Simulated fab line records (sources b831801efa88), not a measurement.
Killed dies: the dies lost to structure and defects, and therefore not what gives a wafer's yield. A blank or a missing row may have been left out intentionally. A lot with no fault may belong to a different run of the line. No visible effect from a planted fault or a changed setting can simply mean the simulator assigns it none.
A lot that was struck, set against a sound lot | flow sky130 | 43 out of 708 route steps
Sound: wafers L840.1, L840.5, L840.6. Struck: wafers L854.2, L854.4, L854.5. The cause is named last.
Each step with rows lists, per side, the tool, then ch with its chambers, then its first start. Under that, the readings that differ: sound wafers | struck wafers | difference of the means | sigmas: that difference in standard deviations of wafers without a fault.
alike: words and numbers the same on both sides, and readings whose means are apart by under 2 such deviations; not compared: readings that were withheld, readings missing a value for some wafer, numbers with overlapping values and no deviation given by the record, and bounds like >300 which may hide the same value.
Wherever a step has rows on one side only, a row that says differs or no value, or a row with sigmas, the two part there. Non-overlapping numbers with no deviation appear without sigmas and do not part them. A reading that every wafer of one side lacks parts them only if that side has two wafers or more.

first, 5 steps without rows for these wafers: SKY_METAL2_COAT_10 (resist thk 450 nm); SKY_METAL2_SOFTBAKE_11 (time 90 s); SKY_METAL2_EXPOSE_12 (exposes mask MM2, target cd 140 nm); SKY_METAL2_PEB_13; SKY_METAL2_DEVELOP_14 (develop time 60 s).
SKY_METAL2_CD_MEAS_15: target cd 140 nm.
  sound on cd sem-01, day 35 14:47; struck on cd sem-02, day 40 04:34
  alike: cd nm
SKY_METAL2_OVL_MEAS_16:
  sound on overlay-01, day 35 14:55; struck on overlay-02, day 40 04:40
  reading         | sound     | struck | difference | sigmas
  METAL2_OVL (nm) | -6 -10 -6 | 4 7 8  | +14        | +3
then, 2 steps without rows for these wafers: SKY_METAL2_DESCUM_17 (chemistry O2, time 8 s); SKY_METAL2_ETCH_18 (etches BARC in N2/H2, stops on SiO2, time 45.9 s, target depth 60 nm).
SKY_METAL2_METAL_ETCH_19: etches the open film in Cl2/BCl3, stops on SiO2, target depth 360 nm, time 78 s.
  sound on rie metal-01 ch 0,1, day 35 15:02; struck on rie metal-01 ch 0,1, day 40 04:47
  alike: bcl3 flow sccm, drypump motor current A, oes product au, throttle valve pct
  not compared: rf hours counter h
SKY_METAL2_STRIP_20: strips in O2/N2.
  sound on plasma asher-01 ch 0,1, day 35 15:08; struck on plasma asher-02 ch 0,1, day 40 04:53
  alike: drypump motor current A, oes product au, strip time to endpoint s
  not compared: rf hours counter h
then, 1 step without rows for these wafers: SKY_METAL2_STRIP_21 (strips in post etch residue remover, time 1200 s).
SKY_METAL2_CLEAN_22: cleans in IPA, time 180 s.
  sound on wet bench-04 ch 2, day 35 15:36; struck on wet bench-03 ch 3, day 40 05:19
then, 2 steps without rows for these wafers: SKY_METAL2_CLEAN_23 (cleans in O3/DIW); SKY_VIA2_HDPCVD_00 (deposits SiO2, target thk 1180 nm, time 196.7 s).
SKY_VIA2_THK_MEAS_01:
  sound on film metro-02, day 35 15:54; struck on film metro-04, day 40 05:37
  alike: VIA2_HDPCVD_THK
SKY_VIA2_CMP_02: polishes SiO2.
  sound on cmp-01 ch 0,1, day 35 16:01; struck on cmp-02 ch 1,2, day 40 05:43
  alike: motor current A
SKY_VIA2_BOW_MEAS_03:
  sound on film metro-03, day 35 16:16; struck on film metro-03, day 40 05:59
  reading       | sound    | struck   | difference | sigmas
  VIA2_BOW (um) | 92 92 91 | 74 74 68 | -20        | -3
then, 8 steps without rows for these wafers: SKY_VIA2_DEHYDRATE_04 (time 60 s); SKY_VIA2_HMDS_05 (prime time 60 s); SKY_VIA2_COAT_06 (resist thk 60 nm); SKY_VIA2_COAT_07 (resist thk 450 nm); SKY_VIA2_SOFTBAKE_08 (time 90 s); SKY_VIA2_EXPOSE_09 (exposes mask VIM2, target cd 200 nm); SKY_VIA2_PEB_10; SKY_VIA2_DEVELOP_11 (develop time 60 s).
SKY_VIA2_CD_MEAS_12: target cd 200 nm.
  sound on cd sem-01, day 36 19:32; struck on cd sem-02, day 41 06:29
  alike: cd nm
SKY_VIA2_OVL_MEAS_13:
  sound on overlay-02, day 36 19:39; struck on overlay-02, day 41 06:35
  alike: VIA2_OVL
then, 2 steps without rows for these wafers: SKY_VIA2_ETCH_14 (etches BARC in N2/H2, stops on SiO2, time 45.9 s, target depth 60 nm); SKY_VIA2_ETCH_15 (etches SiO2 in C4F8/O2/Ar, stops on TiN, target depth 546 nm, time 84 s).
SKY_VIA2_STRIP_16: strips in O2/N2.
  sound on plasma asher-03 ch 0,1, day 36 19:47; struck on plasma asher-04 ch 1, day 41 06:43
  reading               | sound             | struck            | difference | sigmas
  oes product au (a.u.) | 0.386 0.392 0.401 | 0.406 0.404 0.401 | +0.011     | +2
  alike: drypump motor current A, strip time to endpoint s
  not compared: rf hours counter h
then, 5 steps without rows for these wafers: SKY_VIA2_STRIP_17 (strips in post etch residue remover, time 1200 s); SKY_VIA2_CLEAN_18 (cleans in IPA, time 180 s); SKY_VIA2_CLEAN_19 (cleans in O3/DIW); SKY_VIA2_SPUTTER_20 (material TiN, target thk 20 nm, time 80 s); SKY_VIA2_CVD_21 (deposits W, target thk 420 nm, time 126.4 s).
SKY_VIA2_RS_MEAS_22: the measuring method here is four-point-probe.
  sound on film metro-04, day 36 20:35; struck on film metro-03, day 41 07:32
  alike: VIA2_W_RS
SKY_VIA2_THK_MEAS_23: measures by xrf.
  sound on film metro-04, day 36 20:42; struck on film metro-03, day 41 07:38
  reading         | sound       | struck      | difference | sigmas
  VIA2_W_THK (nm) | 416 412 425 | 428 438 443 | +19        | +3
then, 3 steps without rows for these wafers: SKY_VIA2_CMP_24 (polishes, stops on SiO2, t overpolish 20 s, target thk 0 nm); SKY_METAL3_SPUTTER_00 (material Ti, target thk 15 nm, time 10 s); SKY_METAL3_SPUTTER_01 (material TiN, target thk 20 nm, time 16.7 s).
SKY_METAL3_SPUTTER_02: material AlCu, target thk 735 nm, time 39.1 s.
  sound on pvd sputter-02, day 36 21:07; struck on pvd sputter-02, day 41 08:02
  alike: cathode dc power W, throttle valve pct
-- the record jumps here: 8 days lie between the struck wafers' starts before and after (it left off in module METAL3 and takes up again in module PAD_OPEN, whose first step shown is number 708 of the route) --
SKY_PAD_OPEN_PROBE_99:
  sound on prober-01, day 46 03:50; struck on prober-01, day 49 14:05
  reading                               | sound              | struck            | difference | sigmas
  defect limited yield (%)              | 85.0 80.9 80.9     | 76.6 72.0 72.8    | -8.5       | -4
  killed_at_M0_to_M3                    | 35 55 47           | 91 107 92         | +51        | +7
  killed dies                           | 74 94 94           | 115 138 134       | +42        | +5
  sort_bin_3_pad_short (%)              | 0.4 0.6 1.2        | 2.8 3.3 2.6       | +2.2       | +6
  sort_bin_5_function (%)               | 9.3 11.8 10.8      | 14.4 17.7 17.5    | +5.9       | +4
  sort n pass                           | 418 398 398        | 377 354 358       | -42        | -5
  sort yield pct (%)                    | 85.0 80.9 80.9     | 76.6 72.0 72.8    | -8.5       | -4
  model.etest.tester.sort n pass        | 418 398 398        | 377 354 358       | -42        |
  model.etest.tester.sort yield pct (%) | 84.96 80.89 80.89  | 76.63 71.95 72.76 | -8.47      |
  model.etest.tester.sort_bin_5_pct (%) | 9.35 11.79 10.77   | 14.43 17.68 17.48 | +5.89      |
  model.etest.tester.sort_bin_3_pct (%) | 0.4065 0.6098 1.22 | 2.846 3.252 2.642 | +2.168     |
  alike: killed_at_M4_up, killed at contacts, killed at front end, killed at other, killed open, killed short, sort_bin_6_memory

## WHERE THEY PART
Last at SKY_PAD_OPEN_PROBE_99 as far as this record goes, first at SKY_METAL2_OVL_MEAS_16.

WHY: the cause the simulator had injected
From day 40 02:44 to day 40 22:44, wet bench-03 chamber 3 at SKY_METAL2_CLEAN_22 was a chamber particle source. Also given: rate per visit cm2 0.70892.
